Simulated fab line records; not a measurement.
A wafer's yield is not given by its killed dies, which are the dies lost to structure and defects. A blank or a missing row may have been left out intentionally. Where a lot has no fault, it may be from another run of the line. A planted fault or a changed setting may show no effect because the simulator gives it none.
Which tool was responsible? / flow sfq_line / 13 lots, 39 wafers sampled, at 1 step of a route of 325

== WHAT EACH GAUGE READ, for each wafer ==
SFQ_L0_THK_MEAS_902: measures by xrf. Usual: for L0_MONX_KI_THK the level is 39.7 nm and the standard deviation is 0.5.
lot=L124; measured=day 1 12:41; on=film_metro-02; L0_MONX_KI_THK (nm)=39.8 40.0 40.2; flag=
lot=L125; measured=day 1 17:41; on=film_metro-04; L0_MONX_KI_THK (nm)=39.4 38.9 39.8; flag=
lot=L126; measured=day 1 22:42; on=film_metro-03; L0_MONX_KI_THK (nm)=39.5 38.9 38.6; flag=
lot=L127; measured=day 2 03:41; on=film_metro-02; L0_MONX_KI_THK (nm)=39.8 39.8 40.4; flag=
lot=L129; measured=day 2 13:41; on=film_metro-02; L0_MONX_KI_THK (nm)=40.0 40.2 40.4; flag=
lot=L131; measured=day 2 23:41; on=film_metro-03; L0_MONX_KI_THK (nm)=39.8 39.7 40.1; flag=
lot=L133; measured=day 3 09:41; on=film_metro-03; L0_MONX_KI_THK (nm)=39.3 39.5 39.7; flag=
lot=L134; measured=day 3 14:43; on=film_metro-04; L0_MONX_KI_THK (nm)=38.7 40.0 39.1; flag=
lot=L142; measured=day 5 06:41; on=film_metro-04; L0_MONX_KI_THK (nm)=39.9 40.3 40.1; flag=
lot=L143; measured=day 5 11:41; on=film_metro-02; L0_MONX_KI_THK (nm)=39.6 38.8 39.4; flag=
lot=L145; measured=day 5 21:41; on=film_metro-04; L0_MONX_KI_THK (nm)=39.4 39.7 39.4; flag=
lot=L146; measured=day 6 02:41; on=film_metro-02; L0_MONX_KI_THK (nm)=39.8 40.2 40.1; flag=
lot=L147; measured=day 6 07:51; on=film_metro-04; L0_MONX_KI_THK (nm)=39.8 39.6 39.1; flag=

== EACH LOT AND THE TOOL THAT RAN IT (in order: tool; ch and the chambers of the sampled wafers; start) ==
The record shows no process step preceding these readings.

== AS READ BY THE TOOLS THEMSELVES (means over the sampled wafers that have a number; for cases with no such wafer, the mark the record gives instead) ==
The record holds no such reading with a usual standard deviation.

== THE ANSWER, worked out from the rows above alone ==
Rule: take the mean of a lot's wafers that have a number; if it is more than 3 standard deviations from the usual mean, the lot is off. Also off: a lot with no number at a reading for which 4 or more lots have one. Any other lot the step has rows for is counted as sound. After the gauges, taken in route order, come the tools' own readings; for these a lot's mean is taken, as printed above. The first step at which some lot is off is used, and at that step the reading that is off furthest; a lot without a number counts as furthest.
No lot is off on any of the readings shown, so nothing can be concluded from this.

== WHAT THE SIMULATOR HAD INSERTED ==
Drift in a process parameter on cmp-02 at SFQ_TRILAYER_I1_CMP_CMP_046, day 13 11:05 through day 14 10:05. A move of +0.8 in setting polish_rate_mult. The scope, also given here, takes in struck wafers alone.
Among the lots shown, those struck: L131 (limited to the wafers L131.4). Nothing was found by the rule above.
